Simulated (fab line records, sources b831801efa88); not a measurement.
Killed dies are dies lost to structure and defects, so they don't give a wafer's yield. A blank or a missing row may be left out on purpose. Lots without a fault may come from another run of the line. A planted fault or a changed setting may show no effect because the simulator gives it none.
Chamber matching | flow sky130 | SKY_VIA1_ETCH_14 on rie_diel-02: 4 sister chambers
The step etches BARC in N2/H2, stops on SiO2, time 45.9 s, target depth 60 nm. 16 wafers are shown with their chamber, then 8 later ones without.

WAFERS WITH THEIR CHAMBER
wafer  | chamber | oes_product_au (a.u.) | throttle_valve_pct (%) | bias_w (W)
L079.3 | 2       | 0.848                 | 13.228                 | 99.5
L079.4 | 0       | 0.852                 | 13.242                 | 99.8
L079.6 | 2       | 0.855                 | 13.219                 | 99.3
L080.1 | 1       | 0.850                 | 13.228                 | 100.1
L080.3 | 2       | 0.860                 | 13.218                 | 100.2
L080.4 | 3       | 0.861                 | 13.233                 | 100.1
L081.2 | 2       | 0.859                 | 13.230                 | 100.4
L081.4 | 1       | 0.853                 | 13.229                 | 100.4
L081.6 | 2       | 0.858                 | 13.217                 | 100.3
L082.3 | 0       | 0.853                 | 13.233                 | 100.1
L082.4 | 3       | 0.856                 | 13.218                 | 100.1
L082.6 | 0       | 0.860                 | 13.218                 | 99.9
L084.1 | 2       | 0.847                 | 13.226                 | 100.1
L084.3 | 0       | 0.862                 | 13.229                 | 100.3
L084.6 | 1       | 0.852                 | 13.232                 | 100.3
L085.1 | 1       | 0.862                 | 13.215                 | 99.3

SIGNATURES (means of the wafers above)
reading            | chamber 0 | chamber 1 | chamber 2 | chamber 3 | scatter within a chamber
oes_product_au     | 0.85675   | 0.85425   | 0.85450   | 0.85850   | 0.00527
throttle_valve_pct | 13.23050  | 13.22600  | 13.22300  | 13.22550  | 0.00785
bias_w             | 100.025   | 100.025   | 99.967    | 100.100   | 0.401
Rule: a wafer's distance from a chamber is the root of the sum, over the readings, of the square of ((its reading less the chamber's mean) divided by the reading's scatter). The wafer belongs to the nearest chamber; if the next one is less than 2 further off, it can't be placed. The scatter: the root of (the sum of the squares of (reading less its chamber's mean) over the shown wafers, divided by (wafers less chambers)).

WAFERS WITHOUT THEIR CHAMBER
wafer  | oes_product_au (a.u.) | throttle_valve_pct (%) | bias_w (W)
L085.3 | 0.856                 | 13.218                 | 100.0
L085.6 | 0.864                 | 13.230                 | 100.1
L089.1 | 0.857                 | 13.220                 | 100.0
L089.3 | 0.858                 | 13.218                 | 99.5
L089.5 | 0.846                 | 13.220                 | 100.0
L091.3 | 0.856                 | 13.231                 | 100.0
L091.5 | 0.864                 | 13.216                 | 100.0
L091.6 | 0.863                 | 13.216                 | 100.3

WHICH CHAMBER EACH WENT THROUGH
wafer  | from the rows above               | in truth
L085.3 | can't be placed: 2 or 1 or 3 or 0 | 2
L085.6 | can't be placed: 3 or 0 or 1 or 2 | 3
L089.1 | can't be placed: 2 or 3 or 1 or 0 | 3
L089.3 | can't be placed: 2 or 3 or 1 or 0 | 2
L089.5 | can't be placed: 2 or 1 or 0 or 3 | 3
L091.3 | can't be placed: 0 or 1 or 3 or 2 | 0
L091.5 | can't be placed: 3 or 2 or 1 or 0 | 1
L091.6 | can't be placed: 3 or 2 or 1 or 0 | 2
Placed correctly: 0 of 8. Can't be placed from these rows: 8 (the true chamber is among the candidates in 8). Placed wrongly: 0.
